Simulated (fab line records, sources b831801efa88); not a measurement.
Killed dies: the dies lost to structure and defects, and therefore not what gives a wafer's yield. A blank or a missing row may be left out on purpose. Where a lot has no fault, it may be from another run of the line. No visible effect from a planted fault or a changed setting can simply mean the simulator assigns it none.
Which tool is to blame? ; flow sky130 ; 12 lots with 36 wafers sampled at 2 steps, on a route of 708 steps

## WHAT THE GAUGES READ, wafer by wafer
SKY_SONOS_TUNNEL_TW_MEAS_12.
lot;measured;on;SONOS_TUNNEL_TW
L523;day 13 05:31;film_metro-03;196.4 196.1 196.8
L524;day 13 07:02;film_metro-02;199.4 198.8 198.7
L527;day 13 20:01;film_metro-02;198.5 198.9 197.7
L528;day 14 00:08;film_metro-03;199.0 197.7 197.8
L530;day 14 21:47;film_metro-02;199.4 199.9 199.6
L532;day 15 13:31;film_metro-03;199.3 197.9 197.8
L534;day 16 04:11;film_metro-03;197.8 196.4 197.0
L535;day 16 06:52;film_metro-02;200.5 200.6 199.7
L536;day 16 16:46;film_metro-03;197.4 196.2 196.4
L537;day 16 20:32;film_metro-02;200.1 199.8 200.2
L538;day 17 06:20;film_metro-02;198.7 198.6 199.2
L541;day 18 04:28;film_metro-02;197.8 199.5 199.0

SKY_GATE_OXIDE_OVL_MEAS_10.
lot;measured;on;GATE_OXIDE_OVL (nm)
L523;day 15 17:06;overlay-01;-0.3 -1.9 -0.9
L524;day 15 20:43;overlay-02;-1.8 -3.0 -1.2
L527;day 16 11:37;overlay-01;0.6 0.8 1.3
L528;day 16 17:24;overlay-01;0.5 0.9 -0.4
L530;day 17 20:45;overlay-01;0.6 -0.5 0.8
L532;day 18 06:35;overlay-02;-2.1 -2.7 -2.7
L534;day 18 20:40;overlay-01;-0.5 0.0 -0.1
L535;day 18 23:07;overlay-01;-0.4 -0.3 0.7
L536;day 19 13:11;overlay-02;0.2 0.5 1.0
L537;day 19 18:59;overlay-02;0.6 -1.3 1.2
L538;day 20 03:56;overlay-02;-0.5 -1.0 -0.2
L541;day 21 01:32;overlay-02;0.0 -1.5 -1.2

## WHAT TOOL EACH LOT RAN ON (gives the tool, then ch and the chambers of the sampled wafers, and finally the start)
No process step before these readings appears in the record.

## AS READ BY THE TOOLS THEMSELVES (means over the sampled wafers that have a number; for cases with no such wafer, the mark the record gives instead)
The record holds no such reading with a usual standard deviation.

## THE ANSWER, worked out from the rows above alone
Rule: what is usual is taken from the lots themselves. The widest of any qualifying gaps counts: lots, ordered by their means at a reading, are off when they make up no more than a third of the lots, leave a main group of 4 or more, and stand apart from it by 3 or more times the standard deviation of that group's means. If all means in a main group match to the digits the tables above print for the reading, that group is not used. Also off: a lot with no number at a reading for which 4 or more lots have one. Any other lot the step has rows for is counted as sound. Order of review: gauges by route order, followed by the tools' own readings, for which a lot's mean as printed above is used. At the first step where some lot is off, the reading lying furthest off is the one used; lots without a number count as furthest.
No lot is off on any of the readings shown, so nothing can be concluded from this.

## WHAT THE SIMULATOR HAD PUT IN
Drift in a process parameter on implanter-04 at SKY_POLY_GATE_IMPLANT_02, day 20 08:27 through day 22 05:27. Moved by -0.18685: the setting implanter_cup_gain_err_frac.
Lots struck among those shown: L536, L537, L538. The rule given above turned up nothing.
